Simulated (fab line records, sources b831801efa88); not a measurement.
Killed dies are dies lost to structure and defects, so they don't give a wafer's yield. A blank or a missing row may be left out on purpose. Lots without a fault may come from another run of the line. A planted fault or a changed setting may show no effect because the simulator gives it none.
Which tool did it? | flow sky130 | 12 lots, 36 wafers sampled, at 1 step of a route of 708

WHAT THE GAUGES READ, wafer by wafer
SKY_VIA1_THK_MEAS_23: measures by xrf.
lot  | measured     | on            | VIA1_W_THK (nm)
L075 | day 34 09:55 | film_metro-01 | 269 267 266
L077 | day 35 13:52 | film_metro-03 | 277 274 270
L078 | day 36 00:35 | film_metro-04 | 271 272 273
L081 | day 36 18:17 | film_metro-04 | 282 277 277
L083 | day 36 20:35 | film_metro-03 | 277 279 276
L085 | day 37 17:06 | film_metro-04 | 277 274 277
L087 | day 38 08:47 | film_metro-03 | 269 273 269
L088 | day 38 19:33 | film_metro-03 | 271 276 278
L091 | day 39 12:34 | film_metro-04 | 272 273 273
L093 | day 39 23:24 | film_metro-04 | 274 268 267
L095 | day 40 09:28 | film_metro-01 | 270 276 270
L097 | day 41 01:46 | film_metro-03 | 276 279 274

WHICH TOOL RAN EACH LOT (tool, then ch and the chambers of the sampled wafers, then the start)
The record holds no process step before these readings.

THE ANSWER, worked out from the rows above alone
Rule: what is usual is taken from the lots themselves. Put in order of their means at a reading, lots are off if they are a third of the lots or fewer, leave a main group of 4 or more, and stand apart from it by a gap of 3 or more times the standard deviation of the main group's means; of several such gaps the widest counts. A main group whose means are all the same, to the digits that the tables above print for the reading, isn't used. A lot without any number at a reading at which 4 lots or more have one is off too. The other lots that the step has rows for count as sound.
No lot is off at any reading shown: from this, nothing can be told.

WHAT THE SIMULATOR HAD PUT IN
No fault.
